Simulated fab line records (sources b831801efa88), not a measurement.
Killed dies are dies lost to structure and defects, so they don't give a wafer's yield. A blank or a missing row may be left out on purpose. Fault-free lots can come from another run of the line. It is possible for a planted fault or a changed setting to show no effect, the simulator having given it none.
fab line records + flow sfqLine
record:
- lots: 14
- wafers: 42
- lastDay: 92
route steps=325 shown M1@69 I2@113 M3@128
lots untouched by any fault: they come from a run of this same line in which no faults occurred
startH: hours from the record's first day to the start of the lot's first wafer shown + waitH: hours from the lot's prior step to this one + " repeats the value in the row above + L1.1+2: a row that stands for several wafers + - either no value or no given start + * or withheld: withheld + < > ~ a bound
route shown NAME@n: names a module that has steps shown in the file, with the first one's number in the route + usual: mean/standard deviation of fault-free wafers + same: alike in all rows + chamber/n: place in a boat + sites: the reading at each site + _std_site: the values' standard deviation + _edge_site: mean of outer sites minus mean of inner sites + radiusMm: how far each site lies from the wafer's centre + mask NAME#n: copy n + behind: the most recent tool/chamber to have shaped the wafer + hold: what put the lot on hold/how long, in hours/how the hold closed + device: the n, p or np transistor that did not switch + end of line: the tests these same wafers got at the end of their route + a step without rows: its recipe alone + killed: not the wafer's yield, but the dies lost to structure and defects at the first sort + map: a wafer's dies, x killed, . not, _ none there
set.NAME: the setting as run; set.NAME@STEP: as run at that earlier step + model.NAME: the simulator's own value behind a step, which no gauge read
one table for each step of the route and one row for each wafer, over a sample of lots
services: the hour from which a tool's chamber was out of use, counted from the record's first day as startH (under 0 if before that day), plus the number of hours and why
== steps ==
step: SFQ_TRILAYER_M1_BARC_OPEN_METAL_ETCH_054
recipe:
- maskMaterial: PR
- chemistry: O2
- targetDepthNm: 125
- target: BARC
- icpW: 600
- biasW: 80
- pressureMtorr: 10
- timeS: 41.7
usual:
- drypumpMotorCurrentA: 5.6/0.34
- heBacksideLeakSccm: 3.29/0.17
- oesProductAu: 0.685/0.0047
- runLengthS: 70.5/0.7
| lot.wafer | tool        | chamber | startH | waitH | drypumpMotorCurrentA | heBacksideLeakSccm | oesProductAu | rfHoursCounterH | runLengthS |
|-----------|-------------|---------|--------|-------|----------------------|--------------------|--------------|-----------------|------------|
| L804.1    | rieMetal-01 | 1       | 428.47 | 0.0   | 6.0                  | 3.40               | 0.682        | 24              | 70.6       |
| L804.2    | "           | 0       | "      | "     | 5.3                  | 3.10               | 0.684        | 17              | 70.5       |
| L804.5    | "           | 0       | "      | "     | 5.3                  | 3.11               | 0.692        | -               | 70.6       |
| L805.1    | rieMetal-01 | 0       | 434.47 | 0.0   | 5.3                  | 3.35               | 0.687        | 18              | 71.0       |
| L805.3    | "           | 0       | "      | "     | 5.3                  | 3.36               | 0.683        | -               | 70.8       |
| L805.4    | "           | 1       | "      | "     | 6.0                  | 3.36               | 0.683        | -               | 70.3       |
| L806.1    | rieMetal-01 | 0       | 438.07 | 0.0   | 5.3                  | 3.28               | 0.685        | 19              | 71.0       |
| L806.2    | "           | 1       | "      | "     | 6.0                  | 3.34               | 0.840        | 26              | 61.1       |
| L806.5    | "           | 0       | "      | "     | 5.3                  | 3.19               | 0.689        | -               | 71.0       |
| L808.2    | rieMetal-01 | 0       | 477.81 | 0.0   | 5.3                  | 3.11               | 0.829        | 25              | 61.3       |
| L808.4    | "           | 1       | "      | "     | 6.0                  | 3.18               | 0.687        | -               | 70.7       |
| L808.5    | "           | 1       | "      | "     | 6.0                  | 3.08               | 0.698        | -               | 70.5       |
| L816.3    | rieMetal-03 | 1       | 552.89 | 0.0   | 5.1                  | 3.14               | 0.679        | -               | 69.9       |
| L816.4    | "           | 0       | "      | "     | 5.9                  | 3.64               | 0.686        | -               | 70.5       |
| L816.6    | "           | 0       | "      | "     | 5.9                  | 3.55               | 0.686        | -               | 70.3       |
| L817.2    | rieMetal-03 | 0       | 564.87 | 0.0   | 5.9                  | 3.59               | 0.694        | 98              | 70.2       |
| L817.3    | "           | 0       | "      | "     | 5.9                  | 3.56               | 0.691        | -               | 70.2       |
| L817.5    | "           | 1       | "      | "     | 5.1                  | 2.98               | 0.680        | -               | 70.1       |
| L818.1    | rieMetal-04 | 1       | 570.87 | 0.0   | 5.5                  | 3.30               | 0.693        | 101             | 70.1       |
| L818.3    | "           | 1       | "      | "     | 5.5                  | 3.18               | 0.691        | -               | 69.8       |
| L818.5    | "           | 1       | "      | "     | 5.5                  | 3.42               | 0.689        | -               | 69.9       |
| L819.1    | rieMetal-01 | 0       | 582.87 | 0.0   | 5.3                  | 3.14               | 0.689        | 40              | 70.9       |
| L819.5    | "           | 0       | "      | "     | 5.3                  | 3.17               | 0.680        | -               | 71.0       |
| L819.6    | "           | 1       | "      | "     | 6.0                  | 3.15               | 0.688        | -               | 70.6       |
| L820.1    | rieMetal-01 | 0       | 588.87 | 0.0   | 5.3                  | 3.26               | 0.696        | 41              | 70.4       |
| L820.2    | "           | 1       | "      | "     | 6.0                  | 3.22               | 0.687        | 48              | 70.3       |
| L820.5    | "           | 0       | "      | "     | 5.3                  | 3.26               | 0.684        | -               | 70.4       |
| L821.3    | rieMetal-03 | 1       | 637.01 | 0.0   | 5.2                  | 3.15               | 0.678        | -               | 69.6       |
| L821.4    | "           | 0       | "      | "     | 5.9                  | 3.56               | 0.684        | -               | 70.3       |
| L821.5    | "           | 0       | "      | "     | 5.9                  | 3.43               | 0.690        | -               | 70.1       |
| L822.1    | rieMetal-04 | 1       | 698.48 | 0.0   | 5.5                  | 3.35               | 0.687        | 117             | 70.0       |
| L822.2    | "           | 0       | "      | "     | 5.4                  | 3.09               | 0.681        | 15              | 69.4       |
| L822.6    | "           | 1       | "      | "     | 5.5                  | 3.29               | 0.691        | -               | 70.1       |
| L823.3    | rieMetal-03 | 1       | 763.93 | 0.0   | 5.2                  | 3.36               | 0.682        | -               | 69.9       |
| L823.4    | "           | 0       | "      | "     | 5.9                  | 3.54               | 0.684        | -               | 70.5       |
| L823.6    | "           | 0       | "      | "     | 5.9                  | 3.48               | 0.685        | -               | 70.5       |
| L825.1    | rieMetal-01 | 1       | 784.31 | 0.0   | 6.0                  | 3.33               | 0.691        | 72              | 70.5       |
| L825.2    | "           | 0       | "      | "     | 5.3                  | 3.12               | 0.680        | 65              | 70.9       |
| L825.6    | "           | 1       | "      | "     | 6.0                  | 3.32               | 0.695        | -               | 71.0       |
| L826.1    | rieMetal-01 | 1       | 804.84 | 0.0   | 6.0                  | 3.27               | 0.683        | 76              | 70.5       |
| L826.2    | "           | 0       | "      | "     | 5.3                  | 3.41               | 0.686        | 69              | 71.0       |
| L826.6    | "           | 1       | "      | "     | 6.0                  | 3.07               | 0.682        | -               | 70.4       |
step: SFQ_TRILAYER_M1_STRIP_STRIP_043
recipe:
- gas: O2
- powerW: 200
- platenTempC: 40
- overashFraction: 0.65
- chemistry: O2
- pressureMtorr: 50
usual:
- drypumpMotorCurrentA: 5.6/0.34
- heBacksideLeakSccm: 3.3/0.34
- oesProductAu: 1.002/0.013
| lot.wafer | tool        | chamber | startH | waitH | drypumpMotorCurrentA | heBacksideLeakSccm | oesProductAu | rfHoursCounterH |
|-----------|-------------|---------|--------|-------|----------------------|--------------------|--------------|-----------------|
| L804.1    | rieMetal-01 | 1       | 428.66 | 0.1   | 6.0                  | 3.2                | 0.992        | 24              |
| L804.2    | "           | 0       | "      | "     | 5.3                  | 3.1                | 0.996        | 17              |
| L804.5    | "           | 0       | "      | "     | 5.3                  | 3.1                | 0.999        | -               |
| L805.1    | rieMetal-01 | 0       | 434.66 | 0.1   | 5.3                  | 3.2                | 0.985        | 18              |
| L805.3    | "           | 0       | "      | "     | 5.3                  | 3.0                | 1.000        | -               |
| L805.4    | "           | 1       | "      | "     | 6.0                  | 3.0                | 0.994        | -               |
| L806.1    | rieMetal-01 | 0       | 438.26 | 0.1   | 5.3                  | 3.2                | 1.005        | 19              |
| L806.2    | "           | 1       | "      | "     | 6.0                  | 3.3                | 1.005        | 26              |
| L806.5    | "           | 0       | "      | "     | 5.3                  | 3.1                | 1.006        | -               |
| L808.2    | rieMetal-01 | 0       | 477.99 | 0.1   | 5.3                  | 3.0                | 1.017        | 25              |
| L808.4    | "           | 1       | "      | "     | 6.0                  | 3.3                | 1.010        | -               |
| L808.5    | "           | 1       | "      | "     | 6.0                  | 3.0                | 1.011        | -               |
| L816.3    | rieMetal-03 | 1       | 553.25 | 0.2   | 5.2                  | 3.3                | 1.013        | -               |
| L816.4    | "           | 0       | "      | "     | 5.9                  | 6.0                | 1.019        | -               |
| L816.6    | "           | 0       | "      | "     | 5.9                  | 3.6                | 1.023        | -               |
| L817.2    | rieMetal-03 | 0       | 565.05 | 0.1   | 5.9                  | 3.6                | 1.026        | 98              |
| L817.3    | "           | 0       | "      | "     | 5.9                  | 3.5                | 1.025        | -               |
| L817.5    | "           | 1       | "      | "     | 5.2                  | 3.3                | 0.994        | -               |
| L818.1    | rieMetal-04 | 1       | 571.24 | 0.2   | 5.5                  | 3.5                | 0.998        | 101             |
| L818.3    | "           | 1       | "      | "     | 5.5                  | 3.4                | 1.006        | -               |
| L818.5    | "           | 1       | "      | "     | 5.4                  | 3.3                | 1.008        | -               |
| L819.1    | rieMetal-01 | 0       | 583.05 | 0.1   | 5.3                  | 3.2                | 0.997        | 40              |
| L819.5    | "           | 0       | "      | "     | 5.3                  | 3.2                | 1.003        | -               |
| L819.6    | "           | 1       | "      | "     | 6.0                  | 3.3                | 0.993        | -               |
| L820.1    | rieMetal-01 | 0       | 589.05 | 0.1   | 5.3                  | 3.1                | 1.000        | 41              |
| L820.2    | "           | 1       | "      | "     | 6.0                  | 3.4                | 0.993        | 48              |
| L820.5    | "           | 0       | "      | "     | 5.3                  | 3.1                | 0.998        | -               |
| L821.3    | rieMetal-03 | 1       | 637.38 | 0.2   | 5.2                  | 3.3                | 1.005        | -               |
| L821.4    | "           | 0       | "      | "     | 5.9                  | 3.7                | 1.015        | -               |
| L821.5    | "           | 0       | "      | "     | 5.9                  | 3.5                | 1.012        | -               |
| L822.1    | rieMetal-04 | 1       | 698.66 | 0.1   | 5.5                  | 3.5                | 0.996        | 117             |
| L822.2    | "           | 0       | "      | "     | 5.4                  | 3.1                | 0.984        | 15              |
| L822.6    | "           | 1       | "      | "     | 5.5                  | 3.3                | 0.995        | -               |
| L823.3    | rieMetal-03 | 1       | 764.30 | 0.2   | 5.2                  | 3.4                | 1.009        | -               |
| L823.4    | "           | 0       | "      | "     | 5.9                  | 3.6                | 1.030        | -               |
| L823.6    | "           | 0       | "      | "     | 5.9                  | 3.8                | 1.028        | -               |
| L825.1    | rieMetal-01 | 1       | 784.50 | 0.1   | 6.0                  | 3.5                | 0.992        | 72              |
| L825.2    | "           | 0       | "      | "     | 5.3                  | 3.2                | 0.982        | 65              |
| L825.6    | "           | 1       | "      | "     | 6.0                  | 3.5                | 0.981        | -               |
| L826.1    | rieMetal-01 | 1       | 805.02 | 0.1   | 6.0                  | 3.3                | 0.990        | 76              |
| L826.2    | "           | 0       | "      | "     | 5.3                  | 3.2                | 0.977        | 69              |
| L826.6    | "           | 1       | "      | "     | 6.0                  | 3.4                | 1.000        | -               |
step: SFQ_I2_OVL_MEAS_918
usual:
- I2_OVL: 2/6.2
| lot.wafer | tool       | chamber | startH  | waitH | I2_OVL[nm] |
|-----------|------------|---------|---------|-------|------------|
| L804.1    | overlay-01 | -       | 921.55  | 0.1   | 7          |
| L804.2    | "          | -       | "       | "     | 3          |
| L804.5    | "          | -       | "       | "     | 11         |
| L805.1    | overlay-01 | -       | 923.95  | 0.1   | -3         |
| L805.3    | "          | -       | "       | "     | -5         |
| L805.4    | "          | -       | "       | "     | -4         |
| L806.1    | overlay-02 | -       | 927.55  | 0.1   | 7          |
| L806.2    | "          | -       | "       | "     | -5         |
| L806.5    | "          | -       | "       | "     | 2          |
| L808.2    | overlay-02 | -       | 955.16  | 0.1   | 2          |
| L808.4    | "          | -       | "       | "     | 11         |
| L808.5    | "          | -       | "       | "     | 6          |
| L816.3    | overlay-01 | -       | 1034.74 | 0.1   | 1          |
| L816.4    | "          | -       | "       | "     | -3         |
| L816.6    | "          | -       | "       | "     | 5          |
| L817.2    | overlay-01 | -       | 1047.93 | 0.1   | 8          |
| L817.3    | "          | -       | "       | "     | 10         |
| L817.5    | "          | -       | "       | "     | 12         |
| L818.1    | overlay-02 | -       | 1056.32 | 0.1   | 1          |
| L818.3    | "          | -       | "       | "     | 5          |
| L818.5    | "          | -       | "       | "     | 8          |
| L819.1    | overlay-02 | -       | 1063.52 | 0.1   | 4          |
| L819.5    | "          | -       | "       | "     | 4          |
| L819.6    | "          | -       | "       | "     | 12         |
| L820.1    | overlay-02 | -       | 1064.85 | 0.1   | -4         |
| L820.2    | "          | -       | "       | "     | 7          |
| L820.5    | "          | -       | "       | "     | 0          |
| L821.3    | overlay-02 | -       | 1066.06 | 0.1   | -1         |
| L821.4    | "          | -       | "       | "     | -2         |
| L821.5    | "          | -       | "       | "     | -4         |
| L822.1    | overlay-02 | -       | 1067.25 | 0.1   | 3          |
| L822.2    | "          | -       | "       | "     | 7          |
| L822.6    | "          | -       | "       | "     | 3          |
| L823.3    | overlay-01 | -       | 1220.12 | 0.1   | -4         |
| L823.4    | "          | -       | "       | "     | -4         |
| L823.6    | "          | -       | "       | "     | 2          |
| L825.1    | overlay-01 | -       | 1235.70 | 0.1   | -4         |
| L825.2    | "          | -       | "       | "     | -6         |
| L825.6    | "          | -       | "       | "     | -9         |
| L826.1    | overlay-01 | -       | 1252.92 | 0.1   | -4         |
| L826.2    | "          | -       | "       | "     | 0          |
| L826.6    | "          | -       | "       | "     | -8         |
step: SFQ_M3_OVL_MEAS_921
usual:
- M3_OVL: -3/5.4
| lot.wafer | tool       | chamber | startH  | waitH | M3_OVL[nm] |
|-----------|------------|---------|---------|-------|------------|
| L804.1    | overlay-01 | -       | 1057.52 | 0.1   | -5         |
| L804.2    | "          | -       | "       | "     | -6         |
| L804.5    | "          | -       | "       | "     | 3          |
| L805.1    | overlay-01 | -       | 1062.32 | 0.1   | 1          |
| L805.3    | "          | -       | "       | "     | 7          |
| L805.4    | "          | -       | "       | "     | -3         |
| L806.1    | overlay-01 | -       | 1067.12 | 0.1   | -2         |
| L806.2    | "          | -       | "       | "     | -5         |
| L806.5    | "          | -       | "       | "     | -3         |
| L808.2    | overlay-02 | -       | 1099.66 | 0.1   | 8          |
| L808.4    | "          | -       | "       | "     | 5          |
| L808.5    | "          | -       | "       | "     | 7          |
| L816.3    | overlay-02 | -       | 1174.52 | 0.1   | -9         |
| L816.4    | "          | -       | "       | "     | -4         |
| L816.6    | "          | -       | "       | "     | -9         |
| L817.2    | overlay-02 | -       | 1187.82 | 0.1   | -3         |
| L817.3    | "          | -       | "       | "     | -3         |
| L817.5    | "          | -       | "       | "     | 1          |
| L818.1    | overlay-01 | -       | 1196.10 | 0.1   | -9         |
| L818.3    | "          | -       | "       | "     | -8         |
| L818.5    | "          | -       | "       | "     | -5         |
| L819.1    | overlay-01 | -       | 1203.30 | 0.1   | -9         |
| L819.5    | "          | -       | "       | "     | -4         |
| L819.6    | "          | -       | "       | "     | -4         |
| L820.1    | overlay-01 | -       | 1205.70 | 0.1   | -7         |
| L820.2    | "          | -       | "       | "     | -2         |
| L820.5    | "          | -       | "       | "     | 1          |
| L821.3    | overlay-01 | -       | 1208.12 | 0.1   | 3          |
| L821.4    | "          | -       | "       | "     | -8         |
| L821.5    | "          | -       | "       | "     | 0          |
| L822.1    | overlay-01 | -       | 1210.50 | 0.1   | -9         |
| L822.2    | "          | -       | "       | "     | -4         |
| L822.6    | "          | -       | "       | "     | -4         |
| L823.3    | overlay-02 | -       | 1223.76 | 0.1   | -3         |
| L823.4    | "          | -       | "       | "     | 2          |
| L823.6    | "          | -       | "       | "     | -5         |
| L825.1    | overlay-01 | -       | 1239.39 | 0.1   | -7         |
| L825.2    | "          | -       | "       | "     | -9         |
| L825.6    | "          | -       | "       | "     | -3         |
| L826.1    | overlay-02 | -       | 1259.93 | 0.1   | -11        |
| L826.2    | "          | -       | "       | "     | -12        |
| L826.6    | "          | -       | "       | "     | -8         |
== services ==
| tool        | chamber | startH | hours | kind          |
|-------------|---------|--------|-------|---------------|
| rieMetal-04 | -       | 434.86 | 0.7   | repair        |
| rieMetal-03 | -       | 440.95 | 0.4   | repair        |
| rieMetal-04 | 1       | 495.22 | 4.0   | repair        |
| rieMetal-03 | -       | 498.78 | 4.6   | repair        |
| rieMetal-04 | 0       | 557.39 | -     | clean         |
| rieMetal-04 | 0       | 557.39 | 17.1  | scheduledDown |
| rieMetal-04 | 0       | 557.39 | 17.1  | ventCycle     |
| rieMetal-04 | -       | 682.61 | 0.5   | repair        |
| rieMetal-04 | -       | 719.32 | 4.1   | repair        |
| rieMetal-03 | 1       | 719.63 | 14.9  | repair        |
| rieMetal-04 | -       | 762.44 | 2.8   | pm            |
| rieMetal-03 | 0       | 765.70 | 5.8   | repair        |
| rieMetal-04 | -       | 795.92 | 1.4   | pm            |
== key ==
firstSign:
- step: SFQ_TRILAYER_M1_BARC_OPEN_METAL_ETCH_054
- reading: oesProductAu
- direction: up
- sigmas: 32
- usual: 0.685
- struck: 0.835
effect:
- step: SFQ_TRILAYER_M1_BARC_OPEN_METAL_ETCH_054
- reading: runLengthS
- direction: down
- sigmas: 13
- usual: *
- struck: *
metAt SFQ_TRILAYER_M1_BARC_OPEN_METAL_ETCH_054
struckLots L806,L808
struckWafers L806.2,L808.2
notActingAt SFQ_TRILAYER_M1_STRIP_STRIP_043,SFQ_I2_OVL_MEAS_918,SFQ_M3_OVL_MEAS_921
onsetBetween 434.47 438.07
fault:
- kind: processParameterDrift
- tool: rieMetal-01
- chamber: -
- onsetH: 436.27
- steps: SFQ_TRILAYER_M1_BARC_OPEN_METAL_ETCH_054
- channel: timeS
- offset: *
- shape: step
- endH: 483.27
- scope: struckWafersOnly
- actsIn: *
- stated: *
